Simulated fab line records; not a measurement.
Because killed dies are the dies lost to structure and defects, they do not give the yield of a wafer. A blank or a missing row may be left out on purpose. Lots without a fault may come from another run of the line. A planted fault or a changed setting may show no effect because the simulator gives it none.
fab line records | flow sky130
record: lots: 5 | wafers: 15 | last_day: 50
route steps=708 shown NWELL@77 PWDE@84 VT_ADJUST_HVTP@85 VT_ADJUST_LVTN@97 PAD_OPEN@708
lots untouched by any fault: they come from a run of this same line in which no faults occurred
start_h: hours from the record's first day to the start of the lot's first wafer shown | wait_h: hours elapsed since this lot's preceding step | " unchanged from the row above | L1.1+2: a row that stands for several wafers | - no value, or no start given | * or withheld: withheld | < > ~ a bound
route shown NAME@n: a module of which the file shows steps, and the number in the route of the first | usual: the fault-free wafers' mean and standard deviation | same: alike in all rows | chamber/n: place in a boat | sites: each site's reading | _std_site: their standard deviation | _edge_site: the outer-site mean with the inner-site mean subtracted | radius_mm: how far each site lies from the wafer's centre | mask NAME#n: copy n | behind: tool/chamber where the wafer was last shaped | hold: cause of the lot's hold/its duration in hours/its outcome | device: names the non-switching transistor (n, p or np) | end of line: at the end of the route, the tests of the same wafers | a step with no rows: only its recipe | killed: the dies lost at the first sort to structure and to defects; this is not the yield of the wafer | map: per-die view of a wafer (x killed, . not killed, _ where there is no die)
set.NAME: setting as actually run; set.NAME@STEP: the setting as run at that earlier step | model.NAME: the simulator's own value behind a step, which no gauge read
lots at some steps of the route; a table a step, a row a wafer
services: from which hour (start_h, from the record's first day; less than 0 if before it) a tool's chamber was out of use, for how many hours, and why
== steps ==
step: SKY_NWELL_IMPLANT_24
recipe: species: B | energy_kev: 140 | dose_cm2: 9.2e+12 | tilt_deg: withheld
step: SKY_NWELL_STRIP_25
recipe: chemistry: O2/N2 | power_w: 1400 | pressure_mtorr: 1500 | platen_temp_c: withheld | o2_flow_sccm: 3000 | n2_flow_sccm: 300 | overash_fraction: 0.5
usual: drypump_motor_current_A: 6.1/0.58 | oes_product_au: 0.722/0.0046 | strip_time_to_endpoint_s: 36.91/0.12
lot.wafer | tool            | chamber | start_h | wait_h | drypump_motor_current_A | oes_product_au | rf_hours_counter_h | strip_time_to_endpoint_s
L900.1    | plasma_asher-02 | 1       | 105.53  | 0.1    | 4.9                     | 0.723          | 42                 | 36.93
L900.3    | "               | 1       | "       | "      | 4.9                     | 0.722          | -                  | 36.92
L900.4    | "               | 0       | "       | "      | 6.6                     | 0.732          | -                  | 36.95
L905.2    | plasma_asher-03 | 1       | 132.36  | 0.1    | 6.3                     | 0.727          | 33                 | 36.92
L905.4    | "               | 0       | "       | "      | 6.0                     | 0.721          | -                  | 36.89
L905.5    | "               | 1       | "       | "      | 6.3                     | 0.715          | -                  | 36.96
L909.2    | plasma_asher-02 | 1       | 156.06  | 0.1    | 4.9                     | 0.720          | 3                  | 36.84
L909.4    | "               | 0       | "       | "      | 6.5                     | 0.711          | -                  | 36.86
L909.5    | "               | 1       | "       | "      | 4.9                     | 0.731          | -                  | 36.69
L917.1    | plasma_asher-04 | 1       | 206.11  | 0.1    | 6.4                     | 0.718          | 48                 | 36.81
L917.4    | "               | 1       | "       | "      | 6.5                     | 0.715          | -                  | 36.81
L917.6    | "               | 0       | "       | "      | 6.4                     | 0.726          | -                  | 36.85
L921.2    | plasma_asher-03 | 0       | 232.49  | 0.1    | 6.1                     | 0.732          | 43                 | 36.97
L921.3    | "               | 1       | "       | "      | 6.3                     | 0.723          | -                  | 36.95
L921.6    | "               | 1       | "       | "      | 6.3                     | 0.725          | -                  | 36.92
step: SKY_NWELL_TW_MEAS_26
usual: NWELL_2_TW: 499/4.8
lot.wafer | tool          | chamber | start_h | wait_h | NWELL_2_TW
L900.1    | film_metro-02 | -       | 105.63  | 0.1    | 509
L900.3    | "             | -       | "       | "      | 506
L900.4    | "             | -       | "       | "      | 506
L905.2    | film_metro-02 | -       | 132.47  | 0.1    | 507
L905.4    | "             | -       | "       | "      | 505
L905.5    | "             | -       | "       | "      | 503
L909.2    | film_metro-04 | -       | 156.17  | 0.1    | 495
L909.4    | "             | -       | "       | "      | 497
L909.5    | "             | -       | "       | "      | 497
L917.1    | film_metro-02 | -       | 206.21  | 0.1    | 507
L917.4    | "             | -       | "       | "      | 504
L917.6    | "             | -       | "       | "      | 504
L921.2    | film_metro-04 | -       | 232.60  | 0.1    | 499
L921.3    | "             | -       | "       | "      | 496
L921.6    | "             | -       | "       | "      | 498
step: SKY_NWELL_CLEAN_27
recipe: chemistry: SC1/SC2 | mix: 1:4:20 | temp_c: 70 | time_s: 150 | dry: n2_spin
step: SKY_NWELL_RTA_28
recipe: temp_c: 1050 | time_s: 30 | idle_temp_c: 650 | ramp_up_c_per_s: 150 | ramp_down_c_per_s: 90 | ambient: N2
usual: lamp_power_pct: 25.30/0.053 | wafer_temp_C_max: 1054.9/0.96
lot.wafer | tool          | chamber | start_h | wait_h | lamp_power_pct | wafer_temp_C_max
L900.1    | rtp_anneal-02 | 0       | 105.74  | 0.0    | 25.32          | 1055.5
L900.3    | "             | 0       | "       | "      | 25.27          | 1054.9
L900.4    | "             | 0       | "       | "      | 25.31          | 1054.2
L905.2    | rtp_anneal-02 | 0       | 132.59  | 0.0    | 25.29          | 1055.9
L905.4    | "             | 0       | "       | "      | 25.24          | 1055.2
L905.5    | "             | 0       | "       | "      | 25.31          | 1054.1
L909.2    | rtp_anneal-02 | 0       | 156.29  | 0.0    | 25.33          | 1054.6
L909.4    | "             | 0       | "       | "      | 25.32          | 1056.3
L909.5    | "             | 0       | "       | "      | 25.44          | 1054.2
L917.1    | rtp_anneal-02 | 0       | 206.32  | 0.0    | 25.31          | 1056.5
L917.4    | "             | 0       | "       | "      | 25.36          | 1055.9
L917.6    | "             | 0       | "       | "      | 25.29          | 1055.7
L921.2    | rtp_anneal-01 | 0       | 232.72  | 0.0    | 25.22          | 1054.3
L921.3    | "             | 0       | "       | "      | 25.35          | 1055.6
L921.6    | "             | 0       | "       | "      | 25.31          | 1055.1
step: SKY_NWELL_RS_MEAS_29
recipe: thk_meas_gauge: four-point-probe
usual: NWELL_RS: 624.6/1.5
lot.wafer | tool          | chamber | start_h | wait_h | NWELL_RS[ohm/sq]
L900.1    | film_metro-02 | -       | 105.84  | 0.1    | 626.0
L900.3    | "             | -       | "       | "      | 624.2
L900.4    | "             | -       | "       | "      | 623.9
L905.2    | film_metro-04 | -       | 132.69  | 0.1    | 624.8
L905.4    | "             | -       | "       | "      | 622.3
L905.5    | "             | -       | "       | "      | 623.7
L909.2    | film_metro-02 | -       | 156.39  | 0.1    | 622.9
L909.4    | "             | -       | "       | "      | 623.3
L909.5    | "             | -       | "       | "      | 624.3
L917.1    | film_metro-02 | -       | 206.42  | 0.1    | 625.0
L917.4    | "             | -       | "       | "      | 622.9
L917.6    | "             | -       | "       | "      | 624.3
L921.2    | film_metro-02 | -       | 232.82  | 0.1    | 624.2
L921.3    | "             | -       | "       | "      | 625.5
L921.6    | "             | -       | "       | "      | 624.0
step: SKY_NWELL_RS_MEAS_31
recipe: thk_meas_gauge: four-point-probe
usual: PWDE_RS: 5280/16
lot.wafer | tool          | chamber | start_h | wait_h | PWDE_RS[ohm/sq]
L900.1    | film_metro-02 | -       | 106.08  | 0.1    | 5284
L900.3    | "             | -       | "       | "      | 5254
L900.4    | "             | -       | "       | "      | 5292
L905.2    | film_metro-04 | -       | 132.93  | 0.1    | 5267
L905.4    | "             | -       | "       | "      | 5279
L905.5    | "             | -       | "       | "      | 5293
L909.2    | film_metro-02 | -       | 156.63  | 0.1    | 5302
L909.4    | "             | -       | "       | "      | 5314
L909.5    | "             | -       | "       | "      | 5307
L917.1    | film_metro-02 | -       | 206.66  | 0.1    | 5282
L917.4    | "             | -       | "       | "      | 5263
L917.6    | "             | -       | "       | "      | 5269
L921.2    | film_metro-02 | -       | 233.06  | 0.1    | 5274
L921.3    | "             | -       | "       | "      | 5271
L921.6    | "             | -       | "       | "      | 5288
step: SKY_VT_ADJUST_HVTP_DEHYDRATE_00
recipe: temp_c: 200 | time_s: 60
step: SKY_VT_ADJUST_HVTP_HMDS_01
recipe: prime_time_s: 60 | prime_temp_c: 120
step: SKY_VT_ADJUST_HVTP_COAT_02
recipe: resist: NOVOLAK | spin_rpm: 3000 | resist_thk_nm: 1140
step: SKY_VT_ADJUST_HVTP_SOFTBAKE_03
recipe: temp_c: 90 | time_s: 60 | resist: NOVOLAK
step: SKY_VT_ADJUST_HVTP_EXPOSE_04
recipe: mask_id: HVTPM | na: 0.6 | source_shape: conventional | sigma_outer: 0.6 | polarization: unpolarized | target_cd_nm: 380 | dose_mj: 140
same: sigma_outer: 0.6
lot.wafer  | tool             | chamber | start_h | wait_h | mask
L900.1+3+4 | iline_stepper-02 | 0       | 114.12  | -      | HVTPM#0
L905.2+4+5 | iline_stepper-01 | 0       | 142.75  | -      | NWM_COMPLEMENT#0
L909.2+4+5 | iline_stepper-01 | 0       | 167.09  | -      | HVTPM#0
L917.1+4+6 | iline_stepper-01 | 0       | 217.69  | -      | HVTPM#0
L921.2+3+6 | iline_stepper-02 | 0       | 245.03  | -      | HVTPM#0
step: SKY_VT_ADJUST_HVTP_PEB_05
recipe: temp_c: withheld | time_s: * | resist: NOVOLAK
step: SKY_VT_ADJUST_HVTP_DEVELOP_06
recipe: resist: NOVOLAK | developer: TMAH | develop_time_s: 60 | dev_temp_c: 23
step: SKY_VT_ADJUST_HVTP_CD_MEAS_07
recipe: target_cd_nm: 380
usual: cd_nm: 380.0/2.3
lot.wafer | tool      | chamber | start_h | wait_h | cd_nm
L900.1    | cd_sem-01 | -       | 122.94  | 0.1    | 377.4
L900.3    | "         | -       | "       | "      | 380.2
L900.4    | "         | -       | "       | "      | 379.5
L905.2    | cd_sem-01 | -       | 152.18  | 0.1    | -
L905.4    | "         | -       | "       | "      | -
L905.5    | "         | -       | "       | "      | -
L909.2    | cd_sem-02 | -       | 177.01  | 0.1    | 376.0
L909.4    | "         | -       | "       | "      | 377.4
L909.5    | "         | -       | "       | "      | 379.0
L917.1    | cd_sem-01 | -       | 228.79  | 0.1    | 380.4
L917.4    | "         | -       | "       | "      | 379.4
L917.6    | "         | -       | "       | "      | 378.9
L921.2    | cd_sem-01 | -       | 256.98  | 0.1    | 381.7
L921.3    | "         | -       | "       | "      | 379.2
L921.6    | "         | -       | "       | "      | 380.0
step: SKY_VT_ADJUST_HVTP_OVL_MEAS_08
usual: VT_ADJUST_HVTP_OVL: -0.9/1.2
lot.wafer | tool       | chamber | start_h | wait_h | VT_ADJUST_HVTP_OVL[nm]
L900.1    | overlay-02 | -       | 123.06  | 0.1    | -1.9
L900.3    | "          | -       | "       | "      | -2.9
L900.4    | "          | -       | "       | "      | -0.3
L905.2    | overlay-02 | -       | 152.31  | 0.1    | -
L905.4    | "          | -       | "       | "      | -
L905.5    | "          | -       | "       | "      | -
L909.2    | overlay-02 | -       | 177.12  | 0.1    | -2.8
L909.4    | "          | -       | "       | "      | -2.2
L909.5    | "          | -       | "       | "      | -1.9
L917.1    | overlay-02 | -       | 228.91  | 0.1    | -2.2
L917.4    | "          | -       | "       | "      | -1.4
L917.6    | "          | -       | "       | "      | -2.6
L921.2    | overlay-02 | -       | 257.08  | 0.1    | -1.9
L921.3    | "          | -       | "       | "      | -1.8
L921.6    | "          | -       | "       | "      | 0.7
step: SKY_VT_ADJUST_HVTP_IMPLANT_09
recipe: species: As | energy_kev: 150 | dose_cm2: 4.3e+12 | tilt_deg: withheld
step: SKY_VT_ADJUST_HVTP_STRIP_10
recipe: chemistry: O2/N2 | power_w: 1400 | pressure_mtorr: 1500 | platen_temp_c: withheld | o2_flow_sccm: 3000 | n2_flow_sccm: 300 | overash_fraction: 0.5
usual: drypump_motor_current_A: 6.18/0.28 | oes_product_au: 0.716/0.0046 | strip_time_to_endpoint_s: 14.19/0.035
lot.wafer | tool            | chamber | start_h | wait_h | drypump_motor_current_A | oes_product_au | rf_hours_counter_h | strip_time_to_endpoint_s
L900.1    | plasma_asher-04 | 1       | 123.25  | 0.1    | 6.41                    | 0.718          | 40                 | 14.15
L900.3    | "               | 1       | "       | "      | 6.39                    | 0.716          | -                  | 14.21
L900.4    | "               | 0       | "       | "      | 6.45                    | 0.713          | -                  | 14.15
L905.2    | plasma_asher-04 | 1       | 152.49  | 0.1    | 6.41                    | 0.714          | 44                 | 14.18
L905.4    | "               | 0       | "       | "      | 6.48                    | 0.714          | -                  | 14.11
L905.5    | "               | 1       | "       | "      | 6.40                    | 0.716          | -                  | 14.15
L909.2    | plasma_asher-04 | 1       | 177.30  | 0.1    | 6.46                    | 0.722          | 46                 | 14.17
L909.4    | "               | 0       | "       | "      | 6.44                    | 0.715          | -                  | 14.19
L909.5    | "               | 0       | "       | "      | 6.44                    | 0.715          | -                  | 14.20
L917.1    | plasma_asher-01 | 0       | 229.10  | 0.1    | 5.87                    | 0.724          | 56                 | 14.20
L917.4    | "               | 1       | "       | "      | 5.69                    | 0.717          | -                  | 14.19
L917.6    | "               | 0       | "       | "      | 5.88                    | 0.710          | -                  | 14.26
L921.2    | plasma_asher-01 | 1       | 257.26  | 0.1    | 5.72                    | 0.718          | 59                 | 14.17
L921.3    | "               | 0       | "       | "      | 5.87                    | 0.716          | -                  | 14.18
L921.6    | "               | 1       | "       | "      | 5.72                    | 0.715          | -                  | 14.19
step: SKY_VT_ADJUST_HVTP_TW_MEAS_11
usual: VT_ADJUST_HVTP_TW: 1370/11
lot.wafer | tool          | chamber | start_h | wait_h | VT_ADJUST_HVTP_TW
L900.1    | film_metro-01 | -       | 123.35  | 0.1    | 1362
L900.3    | "             | -       | "       | "      | 1372
L900.4    | "             | -       | "       | "      | 1377
L905.2    | film_metro-02 | -       | 152.60  | 0.1    | 31
L905.4    | "             | -       | "       | "      | 30
L905.5    | "             | -       | "       | "      | 31
L909.2    | film_metro-04 | -       | 177.41  | 0.1    | 1356
L909.4    | "             | -       | "       | "      | 1345
L909.5    | "             | -       | "       | "      | 1352
L917.1    | film_metro-01 | -       | 229.20  | 0.1    | 1374
L917.4    | "             | -       | "       | "      | 1373
L917.6    | "             | -       | "       | "      | 1368
L921.2    | film_metro-01 | -       | 257.37  | 0.1    | 1382
L921.3    | "             | -       | "       | "      | 1371
L921.6    | "             | -       | "       | "      | 1375
step: SKY_VT_ADJUST_LVTN_DEHYDRATE_00
recipe: temp_c: 200 | time_s: 60
step: SKY_PAD_OPEN_PROBE_99
usual: killed_at_M0_to_M3: 43/7.6 | killed_at_M4_up: 2.9/1.7 | killed_at_contacts: 24/5.5 | killed_at_front_end: 15/4.2 | killed_at_other: 0.3/0.52 | killed_dies: 86/9.4 | killed_on_rim: 17/4 | killed_open: 47/7 | killed_short: 39/6.4
same: gross_dies: 492 | killed_at_back_side: 0
lot.wafer | tool      | chamber | start_h | wait_h | killed_at_M0_to_M3 | killed_at_M4_up | killed_at_contacts | killed_at_front_end | killed_at_other | killed_dies | killed_on_rim | killed_open | killed_short
L900.1    | prober-01 | -       | 1076.27 | 0.1    | 26                 | 3               | 28                 | 17                  | 0               | 74          | 18            | 37          | 35
L900.3    | prober-01 | -       | 1076.37 | 0.2    | 51                 | 2               | 31                 | 13                  | 0               | 97          | 17            | 51          | 46
L900.4    | prober-01 | -       | 1076.42 | 0.2    | 44                 | 3               | 20                 | 9                   | 0               | 76          | 15            | 42          | 34
L905.2    | prober-01 | -       | 1108.70 | 0.1    | 44                 | 0               | 29                 | 419                 | 0               | 492         | 96            | 49          | 48
L905.4    | prober-01 | -       | 1108.80 | 0.2    | 53                 | 1               | 20                 | 418                 | 0               | 492         | 96            | 57          | 38
L905.5    | prober-01 | -       | 1108.85 | 0.2    | 45                 | 1               | 24                 | 422                 | 0               | 492         | 96            | 45          | 48
L909.2    | prober-01 | -       | 1130.69 | 0.1    | 50                 | 2               | 19                 | 10                  | 0               | 81          | 15            | 40          | 41
L909.4    | prober-01 | -       | 1130.79 | 0.2    | 43                 | 7               | 25                 | 18                  | 1               | 94          | 22            | 41          | 52
L909.5    | prober-01 | -       | 1130.84 | 0.2    | 30                 | 4               | 37                 | 16                  | 0               | 87          | 14            | 51          | 36
L921.2    | prober-01 | -       | 1192.15 | 0.1    | 52                 | 4               | 30                 | 8                   | 0               | 94          | 23            | 46          | 48
L921.3    | prober-01 | -       | 1192.20 | 0.2    | 35                 | 1               | 26                 | 19                  | 0               | 81          | 21            | 39          | 42
L921.6    | prober-01 | -       | 1192.35 | 0.2    | 44                 | 8               | 18                 | 16                  | 1               | 87          | 22            | 38          | 49
killed by level:class
L900.1 LI_CONTACT:geometric_particle:open=9 CONTACT:geometric_particle:open=9 VIA3:geometric_particle:short=6 FIELD_ISO:geometric_particle:open=5 METAL1:geometric_particle:short=5 LOCAL_INTERCONNECT:geometric_particle:short=4 FIELD_ISO:geometric_particle:short=3 POLY_GATE:geometric_particle:short=3
L900.3 VIA1:geometric_particle:open=14 LOCAL_INTERCONNECT:geometric_particle:short=8 CONTACT:geometric_particle:open=8 METAL1:geometric_particle:short=8 LI_CONTACT:geometric_particle:open=7 VIA3:geometric_particle:open=6 VIA2:geometric_particle:open=5 CONTACT:geometric_particle:short=5
L900.4 VIA1:geometric_particle:open=9 CONTACT:geometric_particle:open=7 VIA1:geometric_particle:short=7 VIA3:geometric_particle:open=6 METAL2:geometric_particle:short=6 FIELD_ISO:geometric_particle:open=5 LI_CONTACT:geometric_particle:open=4 CONTACT:geometric_particle:short=4
L905.2 VT_ADJUST_HVTP:area_expose=394 CONTACT:geometric_particle:open=11 METAL1:geometric_particle:short=11 VIA1:geometric_particle:open=9 FIELD_ISO:geometric_particle:open=7 LI_CONTACT:geometric_particle:open=7 FIELD_ISO:geometric_particle:short=6 METAL3:geometric_particle:short=6
L905.4 VT_ADJUST_HVTP:area_expose=397 VIA1:geometric_particle:open=9 VIA2:geometric_particle:open=9 VIA3:geometric_particle:open=7 POLY_GATE:geometric_particle:short=7 LI_CONTACT:geometric_particle:open=7 POLY_GATE:geometric_particle:open=6 CONTACT:geometric_particle:open=6
L905.5 VT_ADJUST_HVTP:area_expose=399 VIA1:geometric_particle:open=8 FIELD_ISO:geometric_particle:open=7 CONTACT:geometric_particle:short=6 CONTACT:geometric_particle:open=6 VIA1:geometric_particle:short=6 LOCAL_INTERCONNECT:geometric_particle:short=5 VIA2:geometric_particle:open=5
L909.2 METAL1:geometric_particle:short=11 VIA1:geometric_particle:open=11 VIA3:geometric_particle:open=9 LOCAL_INTERCONNECT:geometric_particle:short=7 CONTACT:geometric_particle:open=6 METAL2:geometric_particle:short=5 VIA2:geometric_particle:open=5 LI_CONTACT:geometric_particle:open=4
L909.4 VIA1:geometric_particle:open=9 METAL1:geometric_particle:short=8 CONTACT:geometric_particle:short=7 VIA2:geometric_particle:open=7 FIELD_ISO:geometric_particle:short=6 LOCAL_INTERCONNECT:geometric_particle:short=6 CONTACT:geometric_particle:open=6 METAL2:geometric_particle:short=6
L909.5 CONTACT:geometric_particle:open=22 POLY_GATE:geometric_particle:short=7 VIA2:geometric_particle:open=6 LI_CONTACT:geometric_particle:open=5 LOCAL_INTERCONNECT:geometric_particle:short=4 CONTACT:geometric_particle:short=4 METAL2:geometric_particle:short=4 VIA3:geometric_particle:open=4
L921.2 VIA3:geometric_particle:open=11 CONTACT:geometric_particle:open=9 LOCAL_INTERCONNECT:geometric_particle:short=8 VIA1:geometric_particle:open=7 METAL2:geometric_particle:short=6 VIA2:geometric_particle:open=6 VIA3:geometric_particle:short=5 FIELD_ISO:geometric_particle:short=4
L921.3 CONTACT:geometric_particle:open=8 METAL2:geometric_particle:short=8 LOCAL_INTERCONNECT:geometric_particle:short=7 VIA3:geometric_particle:open=7 FIELD_ISO:geometric_particle:short=6 FIELD_ISO:geometric_particle:open=6 LI_CONTACT:geometric_particle:open=5 VIA2:geometric_particle:open=5
L921.6 METAL2:geometric_particle:short=8 VIA3:geometric_particle:open=7 METAL1:geometric_particle:short=6 CONTACT:geometric_particle:short=5 METAL4:geometric_particle:short=5 POLY_GATE:geometric_particle:short=4 POLY_GATE:geometric_particle:open=4 VIA1:geometric_particle:open=4
map L905.2 (x killed, . not)
__________xxxxxxxxxx_________
________xxxxxxxxxxxxxx_______
______xxxxxxxxxxxxxxxxxx_____
_____xxxxxxxxxxxxxxxxxxxx____
____xxxxxxxxxxxxxxxxxxxxxx___
___xxxxxxxxxxxxxxxxxxxxxxxx__
__xxxxxxxxxxxxxxxxxxxxxxxxxx_
_xxxxxxxxxxxxxxxxxxxxxxxxxxxx
_xxxxxxxxxxxxxxxxxxxxxxxxxxxx
_xxxxxxxxxxxxxxxxxxxxxxxxxxxx
_xxxxxxxxxxxxxxxxxxxxxxxxxxxx
_xxxxxxxxxxxxxxxxxxxxxxxxxxxx
_xxxxxxxxxxxxxxxxxxxxxxxxxxxx
_xxxxxxxxxxxxxxxxxxxxxxxxxxxx
_xxxxxxxxxxxxxxxxxxxxxxxxxxxx
__xxxxxxxxxxxxxxxxxxxxxxxxxx_
___xxxxxxxxxxxxxxxxxxxxxxxx__
____xxxxxxxxxxxxxxxxxxxxxx___
_____xxxxxxxxxxxxxxxxxxxx____
______xxxxxxxxxxxxxxxxxx_____
________xxxxxxxxxxxxxx_______
__________xxxxxxxxxx_________
map L917.1 (x killed, . not)
__________...x.....x_________
________x.x........xx._______
______.................._____
_____xx..xx..x....x.....x____
____x.x..x................___
___x........x..............__
__.........x...x.......x...._
_...........xx...........x...
_..x............xx...xx..x.xx
_......x..........x..........
_................x...........
_.x.x..x.xx............x.....
_..xx.......x.x....x....x....
_.x....xxx.....xx...x.x...x..
_......x.......x..x......x...
__......x..xx.xxx.xxx......._
___....x....x..x....x..x.xx__
____.......x......x..x...x___
_____..x............x....____
______...x.x.xx.x.x....._____
________....x........._______
__________..x.x....._________
== services ==
tool             | chamber | start_h | hours | kind
plasma_asher-04  | -       | 93.58   | 14.6  | pm
plasma_asher-01  | -       | 95.47   | 3.2   | repair
plasma_asher-02  | -       | 108.75  | 9.0   | pm
plasma_asher-02  | 0       | 108.75  | 9.0   | vent_cycle
plasma_asher-02  | 1       | 108.75  | 9.0   | vent_cycle
plasma_asher-02  | 0       | 117.75  | -     | clean
plasma_asher-02  | 1       | 117.75  | -     | clean
iline_stepper-01 | -       | 140.64  | 1.7   | pm
plasma_asher-02  | -       | 146.40  | 5.3   | repair
iline_stepper-02 | -       | 162.57  | 1.7   | pm
iline_stepper-01 | 0       | 162.94  | -     | calibration
iline_stepper-01 | -       | 164.24  | 2.1   | pm
iline_stepper-01 | -       | 166.32  | -     | consumable_replace:lamp
iline_stepper-02 | 0       | 201.16  | -     | calibration
plasma_asher-04  | -       | 202.63  | 2.8   | pm
iline_stepper-02 | -       | 216.19  | 4.0   | repair
iline_stepper-01 | -       | 221.75  | 0.7   | repair
plasma_asher-02  | -       | 232.91  | 1.6   | repair
plasma_asher-02  | -       | 235.55  | 0.8   | repair
plasma_asher-02  | -       | 256.78  | 2.8   | pm
== key ==
first_sign: step: SKY_VT_ADJUST_HVTP_EXPOSE_04 | reading: mask | direction: changed
effect: step: SKY_VT_ADJUST_HVTP_CD_MEAS_07 | reading: cd_nm | direction: missing
effect: step: SKY_VT_ADJUST_HVTP_OVL_MEAS_08 | reading: VT_ADJUST_HVTP_OVL | direction: missing
effect: step: SKY_VT_ADJUST_HVTP_TW_MEAS_11 | reading: VT_ADJUST_HVTP_TW | direction: down | sigmas: 99+ | usual: 1370 | struck: 31
effect: step: SKY_PAD_OPEN_PROBE_99 | reading: killed_at_front_end | direction: up | sigmas: 96 | usual: 15 | struck: 420
more_kills_born_at: SKY_VT_ADJUST_HVTP_EXPOSE_04@iline_stepper-01: 1190
met_at SKY_VT_ADJUST_HVTP_EXPOSE_04
struck_wafers L905.2,L905.4,L905.5
tester_left_out L905
fault: kind: wrong_mask | tool: any | chamber: - | onset_h: 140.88 | steps: SKY_VT_ADJUST_HVTP_EXPOSE_04 | aux_copy: NWM_COMPLEMENT#0 | scope: struck_lots_only
tester_left_out: of these lots the tester's yield and bins aren't shown, on N5 and GAA mostly nor the transistor test; their killed dies are dies lost to structure and defects alone, not to doping, threshold or leakage, so they don't give the yield
